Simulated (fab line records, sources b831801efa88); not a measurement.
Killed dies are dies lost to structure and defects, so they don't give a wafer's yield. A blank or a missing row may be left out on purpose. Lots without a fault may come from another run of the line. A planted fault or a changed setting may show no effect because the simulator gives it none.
fab line records | flow sky130
record lots=6 wafers=18 last_day=48
route steps=708 shown LDD_N@253 LDD_P@255 LDD_HVN@267 LDD_HVP@278 LDD_LDN@289 PAD_OPEN@708
lots that met no fault: from a run of the same line without faults
start_h: hours from the record's first day to the start of the lot's first wafer shown | wait_h: hours since the lot's step before | " the same as in the row above | L1.1+2: a row that stands for several wafers | - no value, or no start given | * or withheld: withheld | < > ~ a bound
route shown NAME@n: a module of which the file shows steps, and the number in the route of the first | usual: mean/standard deviation of fault-free wafers | same: alike in all rows | chamber/n: place in a boat | sites: the reading at each site | _std_site: their standard deviation | _edge_site: outer sites' mean less inner sites' | radius_mm: how far each site lies from the wafer's centre | mask NAME#n: copy n | behind: the tool/chamber that last shaped the wafer | hold: why the lot was held/for how many hours/how that ended | device: the transistor (n, p or np) that didn't switch | end of line: the same wafers' tests at the end of the route | a step without rows: its recipe alone | killed: dies lost to structure and defects at the first sort, not the wafer's yield | map: a wafer's dies, x killed, . not, _ none there
set.NAME: the setting as run; set.NAME@STEP: as run at that earlier step | model.NAME: the simulator's own value behind a step, which no gauge read
lots at some steps of the route; a table a step, a row a wafer
services: from which hour (start_h, from the record's first day; less than 0 if before it) a tool's chamber was out of use, for how many hours, and why
## steps
# step SKY_LDD_N_STRIP_16
# recipe chemistry=O2/N2 power_w=1400 pressure_mtorr=1500 platen_temp_c=withheld o2_flow_sccm=3000 n2_flow_sccm=300 overash_fraction=0.5
# usual drypump_motor_current_A=5.96/0.29 oes_product_au=0.407/0.0047 strip_time_to_endpoint_s=4.318/0.014
# columns lot.wafer tool chamber start_h wait_h drypump_motor_current_A oes_product_au rf_hours_counter_h strip_time_to_endpoint_s
L540.2 plasma_asher-02 0 393.05 0.1 5.93 0.398 70 4.314
L540.4 " 1 " " 5.52 0.402 - 4.298
L540.6 " 1 " " 5.52 0.401 - 4.299
L542.1 plasma_asher-03 1 415.36 0.1 5.81 0.407 29 4.285
L542.5 " 1 " " 5.81 0.401 - 4.315
L542.6 " 0 " " 6.48 0.401 - 4.304
L549.1 plasma_asher-04 0 490.40 0.1 6.03 0.407 79 4.346
L549.4 " 1 " " 6.27 0.404 - 4.334
L549.6 " 0 " " 6.03 0.397 - 4.328
L550.1 plasma_asher-02 0 515.60 0.1 5.95 0.404 9 4.315
L550.2 " 1 " " 5.50 0.404 9 4.300
L550.4 " 1 " " 5.54 0.412 - 4.309
L553.1 plasma_asher-03 0 530.11 0.1 6.46 0.409 41 4.334
L553.4 " 1 " " 5.83 0.404 - 4.328
L553.6 " 1 " " 5.81 0.402 - 4.334
L552.3 plasma_asher-03 0 532.59 0.1 6.46 0.411 - 4.323
L552.4 " 1 " " 5.80 0.406 - 4.336
L552.5 " 0 " " 6.47 0.408 - 4.335
# step SKY_LDD_N_TW_MEAS_17
# usual LDD_N_TW=2553/14
# columns lot.wafer tool chamber start_h wait_h LDD_N_TW
L540.2 film_metro-03 - 393.16 0.1 2553
L540.4 " - " " 2553
L540.6 " - " " 2559
L542.1 film_metro-01 - 415.46 0.1 2560
L542.5 " - " " 2559
L542.6 " - " " 2551
L549.1 film_metro-01 - 490.50 0.1 2560
L549.4 " - " " 2566
L549.6 " - " " 2575
L550.1 film_metro-03 - 515.70 0.1 2581
L550.2 " - " " 2583
L550.4 " - " " 2589
L553.1 film_metro-01 - 530.21 0.1 2554
L553.4 " - " " 2557
L553.6 " - " " 2562
L552.3 film_metro-04 - 532.67 0.1 2542
L552.4 " - " " 2532
L552.5 " - " " 2561
# step SKY_LDD_P_DEHYDRATE_00
# recipe temp_c=200 time_s=60
# step SKY_LDD_P_HMDS_01
# recipe prime_time_s=60 prime_temp_c=120
# step SKY_LDD_P_COAT_02
# recipe resist=NOVOLAK spin_rpm=3000 resist_thk_nm=1140
# step SKY_LDD_P_SOFTBAKE_03
# recipe temp_c=90 time_s=60 resist=NOVOLAK
# step SKY_LDD_P_EXPOSE_04
# recipe mask_id=PSDM na=0.6 source_shape=conventional sigma_outer=0.6 polarization=unpolarized target_cd_nm=380 dose_mj=138
# step SKY_LDD_P_PEB_05
# recipe temp_c=withheld time_s=* resist=NOVOLAK
# step SKY_LDD_P_DEVELOP_06
# recipe resist=NOVOLAK developer=TMAH develop_time_s=60 dev_temp_c=23
# step SKY_LDD_P_CD_MEAS_07
# recipe target_cd_nm=380
# usual cd_nm=380.6/2.3
# columns lot.wafer tool chamber start_h wait_h cd_nm
L540.2 cd_sem-01 - 422.32 0.1 385.9
L540.4 " - " " 384.7
L540.6 " - " " 384.0
L542.1 cd_sem-01 - 445.60 0.1 380.0
L542.5 " - " " 381.0
L542.6 " - " " 377.8
L549.1 cd_sem-02 - 520.00 0.1 374.6
L549.4 " - " " 376.6
L549.6 " - " " 378.2
L550.1 cd_sem-02 - 545.77 0.1 377.4
L550.2 " - " " 378.3
L550.4 " - " " 379.3
L553.1 cd_sem-02 - 560.30 0.1 381.7
L553.4 " - " " 383.7
L553.6 " - " " 383.8
L552.3 cd_sem-02 - 563.06 0.1 379.4
L552.4 " - " " 380.8
L552.5 " - " " 381.5
# step SKY_LDD_P_OVL_MEAS_08
# usual LDD_P_OVL=-0.6/1.7
# columns lot.wafer tool chamber start_h wait_h LDD_P_OVL[nm]
L540.2 overlay-02 - 422.42 0.1 2.0
L540.4 " - " " 1.2
L540.6 " - " " 1.8
L542.1 overlay-01 - 445.72 0.1 -1.6
L542.5 " - " " -2.0
L542.6 " - " " -0.2
L549.1 overlay-01 - 520.12 0.1 0.2
L549.4 " - " " -0.5
L549.6 " - " " 0.0
L550.1 overlay-02 - 545.89 0.1 -2.3
L550.2 " - " " -0.9
L550.4 " - " " -1.9
L553.1 overlay-02 - 560.42 0.1 -0.5
L553.4 " - " " -0.7
L553.6 " - " " -3.2
L552.3 overlay-02 - 563.15 0.1 -4.3
L552.4 " - " " -2.2
L552.5 " - " " -0.5
# step SKY_LDD_P_IMPLANT_09
# recipe species=BF2 energy_kev=25 dose_cm2=1e+13 tilt_deg=withheld
# step SKY_LDD_P_STRIP_10
# recipe chemistry=O2/N2 power_w=1400 pressure_mtorr=1500 platen_temp_c=withheld o2_flow_sccm=3000 n2_flow_sccm=300 overash_fraction=0.5
# usual drypump_motor_current_A=6.03/0.29 oes_product_au=0.716/0.0041 strip_time_to_endpoint_s=14.18/0.042
# columns lot.wafer tool chamber start_h wait_h drypump_motor_current_A oes_product_au rf_hours_counter_h strip_time_to_endpoint_s
L540.2 plasma_asher-01 1 422.61 0.1 6.09 0.717 60 14.12
L540.4 " 1 " " 6.11 0.716 - 14.10
L540.6 " 0 " " 6.15 0.715 - 14.11
L542.1 plasma_asher-02 0 445.90 0.1 5.94 0.712 2 14.20
L542.5 " 0 " " 5.92 0.715 - 14.17
L542.6 " 1 " " 5.56 0.718 - 14.19
L549.1 plasma_asher-03 0 520.30 0.1 6.47 0.719 40 14.25
L549.4 " 1 " " 5.79 0.723 - 14.20
L549.6 " 0 " " 6.46 0.719 - 14.26
L550.1 plasma_asher-02 1 546.08 0.1 5.58 0.713 12 14.19
L550.2 " 0 " " 5.93 0.708 12 14.16
L550.4 " 0 " " 5.91 0.721 - 14.19
L553.1 plasma_asher-02 1 560.60 0.1 5.54 0.717 14 14.15
L553.4 " 0 " " 5.93 0.712 - 14.16
L553.6 " 1 " " 5.59 0.717 - 14.14
L552.3 plasma_asher-02 0 563.36 0.1 5.96 0.718 - 14.11
L552.4 " 1 " " 5.62 0.721 - 14.09
L552.5 " 0 " " 5.94 0.716 - 14.12
# step SKY_LDD_P_TW_MEAS_11
# usual LDD_P_TW=635/14
# columns lot.wafer tool chamber start_h wait_h LDD_P_TW
L540.2 film_metro-04 - 422.72 0.1 620
L540.4 " - " " 623
L540.6 " - " " 623
L542.1 film_metro-02 - 446.00 0.1 654
L542.5 " - " " 653
L542.6 " - " " 652
L549.1 film_metro-04 - 520.40 0.1 625
L549.4 " - " " 627
L549.6 " - " " 630
L550.1 film_metro-03 - 546.18 0.1 627
L550.2 " - " " 630
L550.4 " - " " 627
L553.1 film_metro-02 - 560.70 0.1 659
L553.4 " - " " 660
L553.6 " - " " 659
L552.3 film_metro-04 - 563.44 0.1 625
L552.4 " - " " 627
L552.5 " - " " 626
# step SKY_LDD_HVN_DEHYDRATE_00
# recipe temp_c=200 time_s=60
# step SKY_LDD_HVN_HMDS_01
# recipe prime_time_s=60 prime_temp_c=120
# step SKY_LDD_HVN_COAT_02
# recipe resist=NOVOLAK spin_rpm=3000 resist_thk_nm=300
# step SKY_LDD_HVN_SOFTBAKE_03
# recipe temp_c=90 time_s=60 resist=NOVOLAK
# step SKY_LDD_HVN_EXPOSE_04
# recipe mask_id=HVNTM na=0.6 source_shape=conventional sigma_outer=0.6 polarization=unpolarized target_cd_nm=700 dose_mj=127
# step SKY_LDD_HVN_PEB_05
# recipe temp_c=withheld time_s=* resist=NOVOLAK
# step SKY_LDD_HVN_DEVELOP_06
# recipe resist=NOVOLAK developer=TMAH develop_time_s=60 dev_temp_c=23
# step SKY_LDD_HVN_OVL_MEAS_07
# usual LDD_HVN_OVL=0.5/1.6
# columns lot.wafer tool chamber start_h wait_h LDD_HVN_OVL[nm]
L540.2 overlay-02 - 452.67 0.1 1.7
L540.4 " - " " 1.3
L540.6 " - " " 2.2
L542.1 overlay-01 - 476.50 0.1 -2.6
L542.5 " - " " -1.0
L542.6 " - " " -2.9
L549.1 overlay-02 - 549.50 0.1 1.3
L549.4 " - " " -0.1
L549.6 " - " " -0.6
L550.1 overlay-02 - 576.15 0.1 0.3
L550.2 " - " " 3.1
L550.4 " - " " 0.7
L553.1 overlay-02 - 590.80 0.1 0.5
L553.4 " - " " 0.1
L553.6 " - " " -2.0
L552.3 overlay-01 - 592.98 0.1 -0.5
L552.4 " - " " 1.7
L552.5 " - " " -0.7
# step SKY_LDD_HVN_IMPLANT_08
# recipe species=P energy_kev=60 dose_cm2=3e+13 tilt_deg=40
# step SKY_LDD_HVN_STRIP_09
# recipe chemistry=O2/N2 power_w=1400 pressure_mtorr=1500 platen_temp_c=withheld o2_flow_sccm=3000 n2_flow_sccm=300 overash_fraction=0.5
# usual drypump_motor_current_A=6.03/0.22 oes_product_au=0.409/0.0048 strip_time_to_endpoint_s=4.133/0.017
# columns lot.wafer tool chamber start_h wait_h drypump_motor_current_A oes_product_au rf_hours_counter_h strip_time_to_endpoint_s
L540.2 plasma_asher-04 0 452.85 0.1 6.03 0.408 75 4.150
L540.4 " 1 " " 6.24 0.415 - 4.147
L540.6 " 0 " " 6.02 0.411 - 4.148
L542.1 plasma_asher-01 1 476.68 0.1 6.13 0.407 66 4.103
L542.5 " 0 " " 6.13 0.407 - 4.132
L542.6 " 1 " " 6.11 0.408 - 4.148
L549.1 plasma_asher-02 0 549.68 0.1 5.90 0.412 13 4.125
L549.4 " 0 " " 5.93 0.412 - 4.140
L549.6 " 1 " " 5.54 0.411 - 4.146
L550.1 plasma_asher-01 1 576.33 0.1 6.12 0.407 74 4.120
L550.2 " 0 " " 6.12 0.411 74 4.140
L550.4 " 1 " " 6.11 0.418 - 4.130
L553.1 plasma_asher-04 0 590.98 0.1 5.98 0.407 91 4.129
L553.4 " 0 " " 5.96 0.413 - 4.138
L553.6 " 1 " " 6.27 0.411 - 4.143
L552.3 plasma_asher-04 0 593.19 0.1 6.04 0.410 - 4.138
L552.4 " 1 " " 6.30 0.410 - 4.133
L552.5 " 0 " " 6.00 0.405 - 4.147
# step SKY_LDD_HVN_TW_MEAS_10
# usual LDD_HVN_TW=1438/26
# columns lot.wafer tool chamber start_h wait_h LDD_HVN_TW
L540.2 film_metro-01 - 452.96 0.1 1422
L540.4 " - " " 1426
L540.6 " - " " 1433
L542.1 film_metro-01 - 476.78 0.1 1422
L542.5 " - " " 1425
L542.6 " - " " 1422
L549.1 film_metro-03 - 549.78 0.1 1421
L549.4 " - " " 1427
L549.6 " - " " 1420
L550.1 film_metro-03 - 576.43 0.1 1422
L550.2 " - " " 1428
L550.4 " - " " 1424
L553.1 film_metro-02 - 591.08 0.1 1479
L553.4 " - " " 1481
L553.6 " - " " 1485
L552.3 film_metro-02 - 593.27 0.1 1491
L552.4 " - " " 1479
L552.5 " - " " 1486
# step SKY_LDD_HVP_DEHYDRATE_00
# recipe temp_c=200 time_s=60
# step SKY_LDD_HVP_HMDS_01
# recipe prime_time_s=60 prime_temp_c=120
# step SKY_LDD_HVP_COAT_02
# recipe resist=NOVOLAK spin_rpm=3000 resist_thk_nm=300
# step SKY_LDD_HVP_SOFTBAKE_03
# recipe temp_c=90 time_s=60 resist=NOVOLAK
# step SKY_LDD_HVP_EXPOSE_04
# recipe mask_id=HVPTM na=0.6 source_shape=conventional sigma_outer=0.6 polarization=unpolarized target_cd_nm=700 dose_mj=86.6
# step SKY_LDD_HVP_PEB_05
# recipe temp_c=withheld time_s=* resist=NOVOLAK
# step SKY_LDD_HVP_DEVELOP_06
# recipe resist=NOVOLAK developer=TMAH develop_time_s=60 dev_temp_c=23
# step SKY_LDD_HVP_OVL_MEAS_07
# usual LDD_HVP_OVL=-1.5/1.6
# columns lot.wafer tool chamber start_h wait_h LDD_HVP_OVL[nm]
L540.2 overlay-01 - 482.65 0.1 -4.0
L540.4 " - " " -3.6
L540.6 " - " " -3.2
L542.1 overlay-01 - 507.37 0.1 -3.1
L542.5 " - " " -2.4
L542.6 " - " " -2.0
L549.1 overlay-02 - 579.67 0.1 -3.1
L549.4 " - " " -1.5
L549.6 " - " " -3.6
L550.1 overlay-01 - 605.90 0.1 -0.1
L550.2 " - " " -0.5
L550.4 " - " " -2.4
L553.1 overlay-02 - 619.36 0.1 -1.8
L553.4 " - " " -2.3
L553.6 " - " " 0.3
L552.3 overlay-02 - 622.04 0.1 -1.0
L552.4 " - " " -0.4
L552.5 " - " " -1.2
# step SKY_LDD_HVP_IMPLANT_08
# recipe species=B energy_kev=20 dose_cm2=1.732e+13 tilt_deg=17.9
# step SKY_LDD_HVP_STRIP_09
# recipe chemistry=O2/N2 power_w=1400 pressure_mtorr=1500 platen_temp_c=withheld o2_flow_sccm=3000 n2_flow_sccm=300 overash_fraction=0.5
# usual drypump_motor_current_A=6.13/0.22 oes_product_au=0.409/0.0047 strip_time_to_endpoint_s=4.132/0.016
# columns lot.wafer tool chamber start_h wait_h drypump_motor_current_A oes_product_au rf_hours_counter_h strip_time_to_endpoint_s
L540.2 plasma_asher-04 1 482.83 0.1 6.27 0.408 78 4.137
L540.4 " 1 " " 6.28 0.408 - 4.157
L540.6 " 0 " " 6.00 0.412 - 4.106
L542.1 plasma_asher-04 0 507.56 0.1 5.96 0.414 81 4.131
L542.5 " 1 " " 6.29 0.408 - 4.128
L542.6 " 0 " " 6.03 0.423 - 4.146
L549.1 plasma_asher-03 1 579.86 0.1 5.79 0.412 42 4.165
L549.4 " 1 " " 5.79 0.409 - 4.166
L549.6 " 0 " " 6.44 0.410 - 4.161
L550.1 plasma_asher-01 1 606.08 0.1 6.09 0.402 77 4.136
L550.2 " 0 " " 6.15 0.412 77 4.138
L550.4 " 1 " " 6.11 0.411 - 4.127
L553.1 plasma_asher-03 1 619.55 0.1 5.79 0.411 46 4.119
L553.4 " 1 " " 5.81 0.410 - 4.132
L553.6 " 1 " " 5.78 0.411 - 4.135
L552.3 plasma_asher-04 1 622.24 0.1 6.31 0.410 - 4.125
L552.4 " 0 " " 5.99 0.407 - 4.107
L552.5 " 1 " " 6.28 0.409 - 4.093
# step SKY_LDD_HVP_TW_MEAS_10
# usual LDD_HVP_TW=460/9.6
# columns lot.wafer tool chamber start_h wait_h LDD_HVP_TW
L540.2 film_metro-01 - 482.94 0.1 455
L540.4 " - " " 454
L540.6 " - " " 457
L542.1 film_metro-04 - 507.66 0.1 453
L542.5 " - " " 454
L542.6 " - " " 453
L549.1 film_metro-04 - 579.96 0.1 448
L549.4 " - " " 450
L549.6 " - " " 448
L550.1 film_metro-01 - 606.18 0.1 452
L550.2 " - " " 453
L550.4 " - " " 452
L553.1 film_metro-04 - 619.65 0.1 454
L553.4 " - " " 452
L553.6 " - " " 455
L552.3 film_metro-02 - 622.33 0.1 473
L552.4 " - " " 474
L552.5 " - " " 473
# step SKY_LDD_LDN_DEHYDRATE_00
# recipe temp_c=200 time_s=60
# step SKY_LDD_LDN_HMDS_01
# recipe prime_time_s=60 prime_temp_c=120
# step SKY_LDD_LDN_COAT_02
# recipe resist=NOVOLAK spin_rpm=3000 resist_thk_nm=1140
# step SKY_LDD_LDN_SOFTBAKE_03
# recipe temp_c=90 time_s=60 resist=NOVOLAK
# step SKY_LDD_LDN_EXPOSE_04
# recipe mask_id=LDNTM na=0.6 source_shape=conventional sigma_outer=0.6 polarization=unpolarized target_cd_nm=700 dose_mj=140
# step SKY_LDD_LDN_PEB_05
# recipe temp_c=withheld time_s=* resist=NOVOLAK
# step SKY_PAD_OPEN_PROBE_99
# usual killed_at_M0_to_M3=44/7.3 killed_at_M4_up=3.1/1.9 killed_at_contacts=24/5.3 killed_at_front_end=15/4 killed_at_other=0.4/0.6 killed_dies=86/9.2 killed_on_rim=17/3.5 killed_open=47/6.9 killed_short=39/6.9
# same gross_dies=492 killed_at_back_side=0
# columns lot.wafer tool chamber start_h wait_h hold killed_at_M0_to_M3 killed_at_M4_up killed_at_contacts killed_at_front_end killed_at_other killed_dies killed_on_rim killed_open killed_short
L540.2 prober-02 - 1067.78 0.1 - 66 2 17 15 2 102 16 55 47
L540.4 prober-02 - 1067.88 0.2 - 46 2 27 23 0 98 20 61 37
L540.6 prober-02 - 1067.98 0.2 - 46 4 20 12 1 83 15 54 29
L542.1 prober-02 - 1082.29 0.1 - 35 1 22 16 1 75 17 42 33
L542.5 prober-02 - 1082.49 0.2 - 42 1 26 18 0 87 19 46 41
L542.6 prober-02 - 1082.54 0.2 - 44 3 18 12 0 77 14 39 38
L549.1 prober-01 - 1133.20 0.1 - 45 4 22 21 0 92 21 57 35
L549.4 prober-01 - 1133.35 0.2 - 46 6 27 12 0 91 19 52 39
L549.6 prober-01 - 1133.45 0.2 - 36 2 34 7 0 79 12 46 33
L550.1 prober-01 - 1146.69 0.1 - 37 0 21 18 0 76 9 45 31
L550.2 prober-01 - 1146.74 0.1 - 48 1 31 16 1 97 23 51 46
L550.4 prober-01 - 1146.84 0.2 - 36 3 24 15 0 78 19 44 34
L553.1 prober-02 - 1154.71 0.1 await_dispo/4.3h/release 42 2 29 32 1 106 28 42 48
L553.4 prober-02 - 1154.86 0.2 await_dispo/4.3h/release 46 2 17 50 0 115 31 45 35
L553.6 prober-02 - 1154.96 0.2 await_dispo/4.3h/release 42 5 31 34 0 112 26 56 41
L552.3 prober-01 - 1154.82 0.2 await_dispo/8.1h/release 45 4 21 45 0 115 28 45 41
L552.4 prober-01 - 1154.87 0.2 await_dispo/8.1h/release 45 2 25 31 0 103 22 49 37
L552.5 prober-01 - 1154.92 0.2 await_dispo/8.1h/release 56 4 34 40 0 134 36 52 51
# killed by level:class
L540.2 VIA1:geometric_particle:open=19 VIA2:geometric_particle:open=9 METAL3:geometric_particle:short=7 LI_CONTACT:geometric_particle:open=7 VIA3:geometric_particle:open=6 VIA2:geometric_particle:short=6 VIA3:geometric_particle:short=6 CONTACT:geometric_particle:open=5
L540.4 VIA1:geometric_particle:open=13 LI_CONTACT:geometric_particle:open=11 CONTACT:geometric_particle:open=10 FIELD_ISO:geometric_particle:open=8 VIA2:geometric_particle:open=8 FIELD_ISO:geometric_particle:short=6 VIA1:geometric_particle:short=6 VIA3:geometric_particle:open=5
L540.6 VIA1:geometric_particle:open=13 VIA3:geometric_particle:open=9 CONTACT:geometric_particle:open=8 VIA2:geometric_particle:open=7 LI_CONTACT:geometric_particle:open=6 POLY_GATE:geometric_particle:short=5 VIA1:geometric_particle:short=5 LOCAL_INTERCONNECT:geometric_particle:short=4
L542.1 VIA1:geometric_particle:open=9 CONTACT:geometric_particle:open=8 LI_CONTACT:geometric_particle:open=7 FIELD_ISO:geometric_particle:short=6 VIA3:geometric_particle:open=5 FIELD_ISO:geometric_particle:open=4 VIA1:geometric_particle:short=4 METAL2:geometric_particle:short=4
L542.5 VIA3:geometric_particle:open=9 CONTACT:geometric_particle:short=8 VIA2:geometric_particle:open=8 METAL2:geometric_particle:short=6 LOCAL_INTERCONNECT:geometric_particle:short=6 CONTACT:geometric_particle:open=6 POLY_GATE:geometric_particle:open=5 VIA1:geometric_particle:open=5
L542.6 VIA1:geometric_particle:open=14 LI_CONTACT:geometric_particle:open=6 METAL2:geometric_particle:short=6 VIA3:geometric_particle:short=5 CONTACT:geometric_particle:short=5 VIA2:geometric_particle:open=5 CONTACT:geometric_particle:open=4 METAL1:geometric_particle:short=4
L549.1 VIA1:geometric_particle:open=10 VIA2:geometric_particle:short=8 VIA3:geometric_particle:open=8 FIELD_ISO:geometric_particle:open=7 LI_CONTACT:geometric_particle:open=7 CONTACT:geometric_particle:short=7 CONTACT:geometric_particle:open=7 VIA2:geometric_particle:open=4
L549.4 VIA1:geometric_particle:open=14 LI_CONTACT:geometric_particle:open=8 VIA2:geometric_particle:open=8 CONTACT:geometric_particle:open=6 CONTACT:geometric_particle:short=6 LOCAL_INTERCONNECT:geometric_particle:short=5 VIA1:geometric_particle:short=4 METAL2:geometric_particle:open=4
L549.6 LOCAL_INTERCONNECT:geometric_particle:short=10 CONTACT:geometric_particle:open=9 VIA1:geometric_particle:open=9 LI_CONTACT:geometric_particle:open=8 VIA3:geometric_particle:open=8 METAL2:geometric_particle:short=6 CONTACT:geometric_particle:short=5 VIA2:geometric_particle:open=5
L550.1 FIELD_ISO:geometric_particle:open=7 VIA3:geometric_particle:open=7 VIA1:geometric_particle:open=6 LI_CONTACT:geometric_particle:open=5 METAL2:geometric_particle:short=5 VIA2:geometric_particle:open=5 FIELD_ISO:geometric_particle:short=4 POLY_GATE:geometric_particle:open=4
L550.2 VIA2:geometric_particle:open=11 CONTACT:geometric_particle:open=10 LOCAL_INTERCONNECT:geometric_particle:short=8 VIA3:geometric_particle:open=7 METAL1:geometric_particle:short=7 METAL2:geometric_particle:short=5 LI_CONTACT:geometric_particle:open=5 FIELD_ISO:geometric_particle:open=4
L550.4 VIA1:geometric_particle:open=13 CONTACT:geometric_particle:open=8 LI_CONTACT:geometric_particle:open=7 VIA3:geometric_particle:short=4 POLY_GATE:geometric_particle:short=4 CONTACT:geometric_particle:short=4 METAL1:geometric_particle:short=4 VIA2:geometric_particle:open=4
L553.1 LDD_P:unspecified=16 CONTACT:geometric_particle:open=10 VIA2:geometric_particle:open=8 VIA3:geometric_particle:open=7 CONTACT:geometric_particle:short=6 VIA1:geometric_particle:open=6 VIA3:geometric_particle:short=6 LOCAL_INTERCONNECT:geometric_particle:short=5
L552.3 LDD_P:unspecified=29 VIA1:geometric_particle:open=10 VIA2:geometric_particle:open=8 METAL2:geometric_particle:short=8 CONTACT:geometric_particle:open=7 METAL1:geometric_particle:short=6 LI_CONTACT:geometric_particle:open=5 FIELD_ISO:geometric_particle:open=4
L553.4 LDD_P:unspecified=34 VIA2:geometric_particle:open=13 VIA1:geometric_particle:open=7 VIA2:geometric_particle:short=6 FIELD_ISO:geometric_particle:open=5 CONTACT:geometric_particle:open=5 LI_CONTACT:geometric_particle:open=5 METAL1:geometric_particle:short=5
L552.4 LDD_P:unspecified=17 CONTACT:geometric_particle:open=9 VIA1:geometric_particle:open=8 LI_CONTACT:geometric_particle:open=7 METAL1:geometric_particle:short=6 FIELD_ISO:geometric_particle:open=5 LOCAL_INTERCONNECT:geometric_particle:short=5 VIA3:geometric_particle:short=5
L552.5 LDD_P:unspecified=31 VIA1:geometric_particle:open=14 LOCAL_INTERCONNECT:geometric_particle:short=10 CONTACT:geometric_particle:open=9 METAL2:geometric_particle:short=9 LI_CONTACT:geometric_particle:open=7 VIA2:geometric_particle:open=7 VIA3:geometric_particle:open=7
L553.6 LDD_P:unspecified=15 LI_CONTACT:geometric_particle:open=12 CONTACT:geometric_particle:open=10 VIA1:geometric_particle:short=6 VIA1:geometric_particle:open=6 VIA2:geometric_particle:open=6 VIA3:geometric_particle:open=6 FIELD_ISO:geometric_particle:open=4
# map L552.5 (x killed, . not)
__________..x..x.x.._________
________....x.....x.x._______
______...xx...........x._____
_____..x......x........xx____
____...........x.x........___
___............xx.....x....__
__...xx..........x.x..x...x._
_x...x.....x.x..x...x..x.....
_.xxx......xx......x.x.xx....
_.....xx........x.x..........
_.x....x...........x.x...x..x
_x.x.x.x.......x....x........
_xx...x....x...x........x..x.
_x....xxx..x..x.x.......x....
_.x...x.....x.x..xx.......x.x
__....x.x.......x...x.....x._
___........x..x...x...x....__
____..xx..x..x....x..x...x___
_____xxx.......xx.xxxx.xx____
______..x....xxxxxxxxxxx_____
________......xxxxxxxx_______
__________xx.x.xxxxx_________
# map L553.4 (x killed, . not)
__________...x......_________
________x....xx...x.x._______
______....x...x.x...x..._____
_____.x..................____
____...x.....x......x.....___
___.x..x.......xxx.......x.__
__..x...x.......x.x......x.x_
_....x............x.xx.......
_..x...x.....x..........x....
_x...x.x.x....x.......x.....x
_..x...xx.x.............x....
_.........................xx.
_...x.......x.....x.....x....
_x.....x...x.............x...
_x.....x.........x...........
__..xx.x...x...........xx..._
___x.......x...x..x.......x__
____.x.........xx..xxxx..x___
_____x...x.....x.xxxxxx.x____
______.....x..xxxxxxxxxx_____
________......xxxxxxxx_______
__________..xxxxxxxx_________
## services
# columns tool chamber start_h hours kind
plasma_asher-04 - 374.28 9.4 repair
plasma_asher-03 - 403.86 0.7 repair
plasma_asher-03 - 407.37 3.8 repair
plasma_asher-04 - 412.00 2.8 pm
plasma_asher-02 - 416.13 1.8 repair
plasma_asher-02 - 418.35 3.1 repair
plasma_asher-02 - 421.41 9.0 pm
plasma_asher-02 0 421.41 9.0 vent_cycle
plasma_asher-02 1 421.41 9.0 vent_cycle
plasma_asher-02 0 430.41 - clean
plasma_asher-02 1 430.41 - clean
plasma_asher-01 - 479.91 14.6 pm
plasma_asher-02 - 499.69 2.0 repair
plasma_asher-01 - 532.70 1.3 repair
plasma_asher-03 - 535.49 34.0 repair
plasma_asher-01 - 547.79 10.0 pm
plasma_asher-02 - 560.78 0.3 repair
plasma_asher-02 - 586.21 9.7 repair
plasma_asher-03 - 606.07 7.9 repair
plasma_asher-02 - 610.76 11.4 repair
## key
first_sign step=SKY_PAD_OPEN_PROBE_99 reading=killed_at_front_end direction=up sigmas=5.9 usual=15 struck=39
effect step=SKY_PAD_OPEN_PROBE_99 reading=killed_dies direction=up sigmas=3 usual=86 struck=114 wafers_moved=4
met_at SKY_LDD_P_STRIP_10
struck_wafers L552.3,L552.4,L552.5,L553.1,L553.4,L553.6
tester_left_out L552,L553
onset_between 546.08 560.60
also_fits time
fault kind=chamber_particle_source tool=plasma_asher-02 chamber=- onset_h=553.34 steps=SKY_LDD_P_STRIP_10 rate_per_visit_cm2=1.2166 end_h=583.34
# tester_left_out: of these lots the tester's yield and bins aren't shown, on N5 and GAA mostly nor the transistor test; their killed dies are dies lost to structure and defects alone, not to doping, threshold or leakage, so they don't give the yield
